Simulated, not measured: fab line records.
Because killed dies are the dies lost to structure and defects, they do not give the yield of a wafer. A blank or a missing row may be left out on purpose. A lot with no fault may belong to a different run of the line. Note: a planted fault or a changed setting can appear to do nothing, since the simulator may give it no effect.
fab line records | flow gf180mcu
[record] lots = 6 | wafers = 18 | last_day = 34
route steps=602 shown V2@393
lots with no fault: from the same line, run without faults
start_h: start of the lot's first displayed wafer, in hours after the record's first day | wait_h: hours since the lot's step before | " unchanged from the row above | L1.1+2: a row that stands for several wafers | - no value, or no start was given | * or withheld: withheld | < > ~ a bound
route shown NAME@n: a module of which the file shows steps, and the number in the route of the first | usual: mean/standard deviation of fault-free wafers | same: alike in all rows | chamber/n: place in a boat | sites: readings site by site | _std_site: how widely they spread, as a standard deviation | _edge_site: outer sites' mean less inner sites' | radius_mm: how far each site lies from the wafer's centre | mask NAME#n: copy n | behind: tool/chamber where the wafer was last shaped | hold: cause of the lot's hold/its duration in hours/its outcome | device: the transistor (n, p or np) that didn't switch | end of line: tests run on the same wafers once the route is complete | for a step that has no rows: nothing shown but its recipe | killed: not the wafer's yield, but the dies lost to structure and defects at the first sort | map: dies across one wafer; x = killed, . = not, _ = none there
set.NAME: setting as actually run; set.NAME@STEP: the setting as run at that earlier step | model.NAME: the simulator's own value behind a step, which no gauge read
a table for each step, a row for each wafer; lots at some steps of the route
services: when a tool's chamber went out of use (start_h, in hours from the record's first day, below 0 if earlier), for how many hours, and the reason
[[steps]]
[step GF_V2_EXPOSE_11]
[recipe] mask_id = Via2 | target_cd_nm = 260 | na = 0.68 | source_shape = conventional | sigma_outer = 0.6 | dose_mj = 38
[step GF_V2_PEB_12]
[recipe] peb_temp_c = 135 | peb_time_s = 90 | resist = KrF
[step GF_V2_DEVELOP_13]
[recipe] develop_time_s = 60 | resist = KrF | dev_temp_c = 21
[step GF_V2_CD_MEAS_14]
[recipe] target_cd_nm = 260
[usual] cd_nm = 260.2/1.3
lot.wafer | tool      | chamber | start_h | wait_h | cd_nm
L526.1    | cd_sem-01 | -       | 510.90  | 0.1    | 261.8
L526.4    | "         | -       | "       | "      | 262.5
L526.5    | "         | -       | "       | "      | 261.9
L527.1    | cd_sem-01 | -       | 516.30  | 0.1    | 258.7
L527.2    | "         | -       | "       | "      | 258.0
L527.4    | "         | -       | "       | "      | 257.8
L534.3    | cd_sem-01 | -       | 567.47  | 0.1    | 260.3
L534.5    | "         | -       | "       | "      | 260.7
L534.6    | "         | -       | "       | "      | 259.7
L536.2    | cd_sem-01 | -       | 590.07  | 0.1    | 260.2
L536.3    | "         | -       | "       | "      | 260.8
L536.5    | "         | -       | "       | "      | 260.7
L544.3    | cd_sem-02 | -       | 643.37  | 0.1    | 260.2
L544.4    | "         | -       | "       | "      | 260.2
L544.6    | "         | -       | "       | "      | 259.1
L545.1    | cd_sem-02 | -       | 648.98  | 0.1    | 260.8
L545.5    | "         | -       | "       | "      | 260.0
L545.6    | "         | -       | "       | "      | 259.9
[step GF_V2_OVL_MEAS_15]
[usual] V2_OVL = -2/5.7
lot.wafer | tool       | chamber | start_h | wait_h | V2_OVL[nm]
L526.1    | overlay-01 | -       | 511.02  | 0.1    | -9
L526.4    | "          | -       | "       | "      | -12
L526.5    | "          | -       | "       | "      | -16
L527.1    | overlay-01 | -       | 516.42  | 0.1    | 6
L527.2    | "          | -       | "       | "      | 8
L527.4    | "          | -       | "       | "      | 7
L534.3    | overlay-01 | -       | 567.57  | 0.1    | -3
L534.5    | "          | -       | "       | "      | -4
L534.6    | "          | -       | "       | "      | -6
L536.2    | overlay-02 | -       | 590.18  | 0.1    | -8
L536.3    | "          | -       | "       | "      | -5
L536.5    | "          | -       | "       | "      | -5
L544.3    | overlay-02 | -       | 643.47  | 0.1    | -2
L544.4    | "          | -       | "       | "      | -9
L544.6    | "          | -       | "       | "      | -8
L545.1    | overlay-01 | -       | 649.10  | 0.1    | 2
L545.5    | "          | -       | "       | "      | 4
L545.6    | "          | -       | "       | "      | -5
[step GF_V2_ETCH_16]
[recipe] chemistry = N2/H2 | target_depth_a = withheld | overetch_a = withheld | time_s = withheld | target = BARC | ion_energy_ev = 200 | source_w = 500 | bias_w = 100 | pressure_mtorr = 30 | n2_flow_sccm = 100 | h2_flow_sccm = 200
[usual] chamber_pressure_mTorr = 30.004/0.025 | drypump_motor_current_A = 5.8/0.43 | oes_product_au = 0.854/0.005 | throttle_valve_pct = 13.226/0.0088
lot.wafer | tool        | chamber | start_h | wait_h | chamber_pressure_mTorr | drypump_motor_current_A | oes_product_au | throttle_valve_pct
L526.1    | rie_diel-04 | 3       | 511.06  | 0.0    | 29.988                 | 5.7                     | 0.847          | 13.242
L526.4    | "           | 0       | "       | "      | 30.018                 | 5.7                     | 0.859          | 13.232
L526.5    | "           | 2       | "       | "      | 30.036                 | 6.3                     | 0.861          | 13.224
L527.1    | rie_diel-01 | 2       | 516.46  | 0.0    | 29.980                 | 5.9                     | 0.862          | 13.227
L527.2    | "           | 3       | "       | "      | 29.973                 | 5.6                     | 0.862          | 13.224
L527.4    | "           | 1       | "       | "      | 30.030                 | 6.0                     | 0.851          | 13.215
L534.3    | rie_diel-02 | 3       | 567.61  | 0.0    | 29.944                 | 5.1                     | 0.855          | 13.223
L534.5    | "           | 1       | "       | "      | 29.995                 | 5.6                     | 0.848          | 13.221
L534.6    | "           | 3       | "       | "      | 30.005                 | 5.1                     | 0.856          | 13.216
L536.2    | rie_diel-02 | 1       | 590.21  | 0.0    | 29.979                 | 5.6                     | 0.852          | 13.231
L536.3    | "           | 3       | "       | "      | 29.960                 | 5.1                     | 0.856          | 13.231
L536.5    | "           | 3       | "       | "      | 29.980                 | 5.1                     | 0.850          | 13.233
L544.3    | rie_diel-01 | 2       | 643.49  | 0.0    | 30.028                 | 6.0                     | 0.851          | 13.218
L544.4    | "           | 1       | "       | "      | 30.014                 | 6.0                     | 0.855          | 13.223
L544.6    | "           | 1       | "       | "      | 29.966                 | 6.0                     | 0.851          | 13.226
L545.1    | rie_diel-01 | 0       | 649.14  | 0.0    | 29.994                 | 6.5                     | 0.848          | 13.222
L545.5    | "           | 1       | "       | "      | 29.987                 | 6.0                     | 0.852          | 13.220
L545.6    | "           | 0       | "       | "      | 29.933                 | 6.5                     | 0.850          | 13.229
[step GF_V2_ETCH_17]
[recipe] chemistry = C4F8/O2/Ar | mask_material = KrF | target = SiO2 | stop_on = TiN | source_w = 1500 | bias_w = 1200 | pressure_mtorr = 40 | c4f8_flow_sccm = withheld | O2_flow_sccm = 6 | Ar_flow_sccm = 300 | time_s = withheld | target_depth_a = 6300
[usual] chamber_pressure_mTorr = 40.01/0.037 | oes_product_au = 0.856/0.0045
lot.wafer | tool        | chamber | start_h | wait_h | chamber_pressure_mTorr | oes_product_au
L526.1    | rie_diel-04 | 3       | -       | -      | 40.09                  | 0.849
L526.4    | "           | 0       | "       | "      | 40.02                  | 0.862
L526.5    | "           | 2       | "       | "      | 39.99                  | 0.853
L527.1    | rie_diel-01 | 2       | -       | -      | 40.03                  | 0.853
L527.2    | "           | 3       | "       | "      | 40.00                  | 0.856
L527.4    | "           | 1       | "       | "      | 40.00                  | 0.859
L534.3    | rie_diel-02 | 3       | -       | -      | 39.98                  | 0.860
L534.5    | "           | 1       | "       | "      | 39.96                  | 0.857
L534.6    | "           | 3       | "       | "      | 39.99                  | 0.861
L536.2    | rie_diel-02 | 1       | -       | -      | 40.00                  | 0.857
L536.3    | "           | 3       | "       | "      | 40.02                  | 0.856
L536.5    | "           | 3       | "       | "      | 39.97                  | 0.857
L544.3    | rie_diel-01 | 2       | -       | -      | 39.99                  | 0.854
L544.4    | "           | 1       | "       | "      | 39.98                  | 0.867
L544.6    | "           | 1       | "       | "      | 39.96                  | 0.856
L545.1    | rie_diel-01 | 0       | -       | -      | 40.01                  | 0.857
L545.5    | "           | 1       | "       | "      | 39.96                  | 0.858
L545.6    | "           | 0       | "       | "      | 39.98                  | 0.859
[step GF_V2_STRIP_18]
[recipe] chemistry = O2/N2 | power_w = 1400 | pressure_mtorr = 1500 | platen_temp_c = 250 | o2_flow_sccm = 3000 | n2_flow_sccm = 300 | overash_fraction = 0.5
[usual] chamber_pressure_mTorr = 1500.0/1.4 | drypump_motor_current_A = 5.6/0.51 | heater_power_w = 330/10 | oes_product_au = 0.592/0.0046
lot.wafer | tool            | chamber | start_h | wait_h | chamber_pressure_mTorr | drypump_motor_current_A | heater_power_w | oes_product_au | rf_hours_counter_h
L526.1    | plasma_asher-01 | 0       | 511.19  | -      | 1499.8                 | 5.3                     | 316            | 0.594          | 43
L526.4    | "               | 0       | "       | "      | 1500.0                 | 5.3                     | 321            | 0.593          | -
L526.5    | "               | 0       | "       | "      | 1501.8                 | 5.3                     | 318            | 0.589          | -
L527.1    | plasma_asher-03 | 1       | 516.59  | -      | 1500.2                 | 6.6                     | 336            | 0.602          | 73
L527.2    | "               | 0       | "       | "      | 1499.7                 | 5.5                     | 344            | 0.589          | 73
L527.4    | "               | 1       | "       | "      | 1502.0                 | 6.6                     | 331            | 0.595          | -
L534.3    | plasma_asher-03 | 1       | 567.82  | -      | 1498.1                 | 6.5                     | 332            | 0.599          | -
L534.5    | "               | 0       | "       | "      | 1500.6                 | 5.5                     | 339            | 0.597          | -
L534.6    | "               | 1       | "       | "      | 1500.3                 | 6.5                     | 334            | 0.598          | -
L536.2    | plasma_asher-04 | 1       | 590.34  | -      | 1501.5                 | 4.9                     | 330            | 0.596          | 96
L536.3    | "               | 1       | "       | "      | 1500.1                 | 4.9                     | 317            | 0.600          | -
L536.5    | "               | 0       | "       | "      | 1500.8                 | 5.7                     | 332            | 0.596          | -
L544.3    | plasma_asher-04 | 0       | 643.65  | -      | 1497.9                 | 5.7                     | 322            | 0.592          | -
L544.4    | "               | 1       | "       | "      | 1500.5                 | 4.9                     | 322            | 0.588          | -
L544.6    | "               | 1       | "       | "      | 1500.0                 | 4.9                     | 315            | 0.589          | -
L545.1    | plasma_asher-03 | 1       | 649.27  | -      | 1499.4                 | 6.5                     | 342            | 0.593          | 88
L545.5    | "               | 1       | "       | "      | 1501.5                 | 6.5                     | 342            | 0.593          | -
L545.6    | "               | 0       | "       | "      | 1499.6                 | 5.5                     | 332            | 0.586          | -
[step GF_V2_STRIP_19]
[recipe] chemistry = post_etch_residue_remover | time_s = 1200 | temp_c = 72.5
[step GF_V2_CLEAN_20]
[recipe] chemistry = DIW | dry = n2_spin
[step GF_V2_SPUTTER_21]
[recipe] material = Ti | target_thk_nm = 15 | chamber_pressure_pa = 5 | power_w = 2500 | substrate_temp_c = 200 | time_s = 80.02
[step GF_V2_SPUTTER_22]
[recipe] material = TiN | target_thk_nm = 10 | chamber_pressure_pa = 5 | power_w = 4000 | time_s = 40
[usual] throttle_valve_pct = 30.1/1.2
lot.wafer | tool           | chamber | start_h | wait_h | throttle_valve_pct
L526.1    | pvd_sputter-02 | -       | 511.79  | 0.0    | 28.9
L526.4    | "              | -       | "       | "      | 31.6
L526.5    | "              | -       | "       | "      | 31.6
L527.1    | pvd_sputter-02 | -       | 517.19  | 0.0    | 29.0
L527.2    | "              | -       | "       | "      | 31.2
L527.4    | "              | -       | "       | "      | 30.4
L534.3    | pvd_sputter-02 | -       | 568.72  | 0.0    | 31.4
L534.5    | "              | -       | "       | "      | 31.7
L534.6    | "              | -       | "       | "      | 30.1
L536.2    | pvd_sputter-01 | -       | 590.93  | 0.0    | 31.2
L536.3    | "              | -       | "       | "      | 27.9
L536.5    | "              | -       | "       | "      | 30.9
L544.3    | pvd_sputter-04 | -       | 644.21  | 0.0    | 28.7
L544.4    | "              | -       | "       | "      | 29.5
L544.6    | "              | -       | "       | "      | 28.9
L545.1    | pvd_sputter-04 | -       | 649.93  | 0.0    | 29.7
L545.5    | "              | -       | "       | "      | 28.4
L545.6    | "              | -       | "       | "      | 30.0
[step GF_V2_CVD_23]
[recipe] material = W | target_thk_nm = 350 | time_s = 104.94 | temp_c = 400 | pressure_torr = 40
[usual] heater_power_w = 866/26
lot.wafer | tool     | chamber | start_h | wait_h | heater_power_w | model.W_of_V2_CVD_23.thk_nm
L526.1    | cvd_w-01 | 1       | 511.83  | 0.0    | 859            | 348.5
L526.4    | "        | 0       | "       | "      | 870            | 347.5
L526.5    | "        | 1       | "       | "      | 849            | 342.2
L527.1    | cvd_w-02 | 0       | 517.23  | 0.0    | 869            | 355.8
L527.2    | "        | 1       | "       | "      | 899            | 357.5
L527.4    | "        | 0       | "       | "      | 835            | 357.5
L534.3    | cvd_w-02 | 1       | 568.80  | 0.1    | 887            | 351.1
L534.5    | "        | 0       | "       | "      | 840            | 393.3
L534.6    | "        | 1       | "       | "      | 901            | 358.3
L536.2    | cvd_w-02 | 1       | 590.97  | 0.0    | 917            | 385.8
L536.3    | "        | 0       | "       | "      | 828            | 351.1
L536.5    | "        | 1       | "       | "      | 912            | 384.1
L544.3    | cvd_w-01 | 1       | 644.29  | 0.1    | 863            | 353
L544.4    | "        | 0       | "       | "      | 884            | 349.4
L544.6    | "        | 0       | "       | "      | 892            | 352.7
L545.1    | cvd_w-01 | 0       | 649.97  | 0.0    | 867            | 344.8
L545.5    | "        | 1       | "       | "      | 855            | 348.7
L545.6    | "        | 0       | "       | "      | 896            | 348.5
[step GF_V2_RS_MEAS_24]
[recipe] thk_meas_gauge = four-point-probe | reads = W_of_V2_CVD_23+TiN_of_V2_SPUTTER_22+Ti_of_V2_SPUTTER_21
[usual] V2_W_RS = 0.328/0.0037
lot.wafer | tool          | chamber | start_h | wait_h | V2_W_RS[ohm/sq]
L526.1    | film_metro-03 | -       | 511.94  | 0.1    | 0.329
L526.4    | "             | -       | "       | "      | 0.330
L526.5    | "             | -       | "       | "      | 0.335
L527.1    | film_metro-04 | -       | 517.34  | 0.1    | 0.322
L527.2    | "             | -       | "       | "      | 0.320
L527.4    | "             | -       | "       | "      | 0.320
L534.3    | film_metro-03 | -       | 568.91  | 0.1    | 0.327
L534.5    | "             | -       | "       | "      | 0.291
L534.6    | "             | -       | "       | "      | 0.319
L536.2    | film_metro-04 | -       | 591.10  | 0.1    | 0.298
L536.3    | "             | -       | "       | "      | 0.327
L536.5    | "             | -       | "       | "      | 0.298
L544.3    | film_metro-04 | -       | 644.40  | 0.1    | 0.325
L544.4    | "             | -       | "       | "      | 0.329
L544.6    | "             | -       | "       | "      | 0.325
L545.1    | film_metro-04 | -       | 650.08  | 0.1    | 0.333
L545.5    | "             | -       | "       | "      | 0.329
L545.6    | "             | -       | "       | "      | 0.329
[step GF_V2_THK_MEAS_25]
[recipe] thk_meas_gauge = xrf | reads = W_of_V2_CVD_23
[usual] V2_W_THK = 347/4.7
lot.wafer | tool          | chamber | start_h | wait_h | V2_W_THK[nm]
L526.1    | film_metro-03 | -       | 512.06  | 0.1    | 346
L526.4    | "             | -       | "       | "      | 344
L526.5    | "             | -       | "       | "      | 339
L527.1    | film_metro-04 | -       | 517.46  | 0.1    | 353
L527.2    | "             | -       | "       | "      | 355
L527.4    | "             | -       | "       | "      | 358
L534.3    | film_metro-03 | -       | 569.01  | 0.1    | 347
L534.5    | "             | -       | "       | "      | 387
L534.6    | "             | -       | "       | "      | 351
L536.2    | film_metro-04 | -       | 591.21  | 0.1    | 379
L536.3    | "             | -       | "       | "      | 348
L536.5    | "             | -       | "       | "      | 379
L544.3    | film_metro-04 | -       | 644.50  | 0.1    | 346
L544.4    | "             | -       | "       | "      | 344
L544.6    | "             | -       | "       | "      | 346
L545.1    | film_metro-04 | -       | 650.20  | 0.1    | 343
L545.5    | "             | -       | "       | "      | 345
L545.6    | "             | -       | "       | "      | 344
[step GF_V2_CMP_26]
[recipe] stop_on = SiO2 | down_force_psi = 3.5 | platen_rpm = 60 | t_overpolish_s = 15 | target_thk_nm = 0 | pad_velocity_m_s = 0.94248
[usual] motor_current_A = 10.9/1.1 | retaining_ring_pressure_frac = 0.999/0.0043 | time_to_endpoint_s = 85/4.2
lot.wafer | tool   | chamber | start_h | wait_h | motor_current_A | retaining_ring_pressure_frac | time_to_endpoint_s
L526.1    | cmp-02 | 2       | 512.17  | 0.1    | 11.7            | 1.005                        | 88
L526.4    | "      | 0       | "       | "      | 10.4            | 1.003                        | 78
L526.5    | "      | 1       | "       | "      | 9.6             | 1.005                        | 80
L527.4    | cmp-01 | 0       | 517.57  | 0.1    | 11.3            | 1.000                        | 83
L527.2    | "      | 1       | "       | "      | 12.9            | 1.004                        | 92
L527.1    | "      | 2       | "       | "      | 10.4            | 0.992                        | 93
L534.3    | cmp-02 | 3       | 569.15  | 0.1    | 10.7            | 0.993                        | 89
L534.5    | "      | 1       | "       | "      | 9.5             | 1.007                        | 90
L534.6    | "      | 2       | "       | "      | 12.3            | 1.001                        | 87
L536.3    | cmp-01 | 1       | 591.31  | 0.1    | 12.3            | 1.001                        | 84
L536.2    | "      | 3       | "       | "      | 9.7             | 0.990                        | 92
L536.5    | "      | 1       | "       | "      | 12.9            | 0.998                        | 90
L544.4    | cmp-01 | 3       | 644.54  | 0.0    | 9.5             | 1.003                        | 85
L544.3    | "      | 1       | "       | "      | 12.2            | 0.998                        | 86
L544.6    | "      | 3       | "       | "      | 9.0             | 0.996                        | 86
L545.1    | cmp-02 | 0       | 650.40  | 0.2    | 10.4            | 1.000                        | 75
L545.6    | "      | 2       | "       | "      | 12.3            | 0.998                        | 91
L545.5    | "      | 3       | "       | "      | 10.7            | 0.997                        | 88
[[services]]
tool            | chamber | start_h | hours | kind
plasma_asher-04 | -       | 489.43  | 0.7   | repair
rie_diel-02     | 2       | 489.88  | 2.4   | repair
rie_diel-02     | 2       | 497.42  | 2.5   | repair
pvd_sputter-04  | -       | 504.29  | 16.0  | repair
pvd_sputter-02  | -       | 507.41  | 1.7   | repair
rie_diel-02     | 3       | 510.82  | 9.0   | repair
cmp-02          | -       | 530.30  | 14.0  | pm
rie_diel-02     | -       | 536.88  | 2.8   | repair
rie_diel-01     | 1       | 547.66  | 2.7   | repair
cvd_w-01        | -       | 549.62  | 0.3   | repair
rie_diel-01     | 1       | 552.32  | 36.0  | repair
pvd_sputter-02  | -       | 555.71  | 0.6   | repair
cmp-02          | -       | 557.69  | 6.6   | pm
rie_diel-02     | 2       | 560.71  | 9.8   | repair
cmp-02          | -       | 564.62  | 0.3   | repair
rie_diel-02     | 0       | 566.88  | 6.3   | repair
cmp-01          | -       | 569.31  | 7.0   | pm
cmp-02          | -       | 572.22  | 4.0   | pm
cmp-02          | -       | 573.43  | 4.2   | repair
cmp-02          | -       | 584.12  | 2.1   | repair
rie_diel-02     | 0       | 585.59  | 2.6   | repair
cmp-01          | -       | 586.65  | 4.4   | pm
cvd_w-01        | 0       | 603.61  | 4.4   | repair
cmp-01          | -       | 646.01  | 10.2  | repair
[[key]]
[first_sign] step = GF_V2_RS_MEAS_24 | reading = V2_W_RS | direction = down | sigmas = 8.7 | usual = 0.328 | struck = 0.296
[effect] step = GF_V2_THK_MEAS_25 | reading = V2_W_THK | direction = up | sigmas = 7.4 | usual = 347 | struck = 382
[model_effect] step = GF_V2_CVD_23 | value = W_of_V2_CVD_23.thk_nm | without = 351.4 | struck = 387.7
met_at GF_V2_CVD_23
struck_wafers L534.5,L536.2,L536.5
onset_between 517.23 568.80
[fault] kind = process_parameter_drift | tool = cvd_w-02 | chamber = - | onset_h = 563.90 | steps = GF_V2_CVD_23 | channel = target_thk_nm | offset = 36.295 | shape = step | end_h = 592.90 | scope = struck_wafers_only | acts_in = these_recipes_only | stated = 350
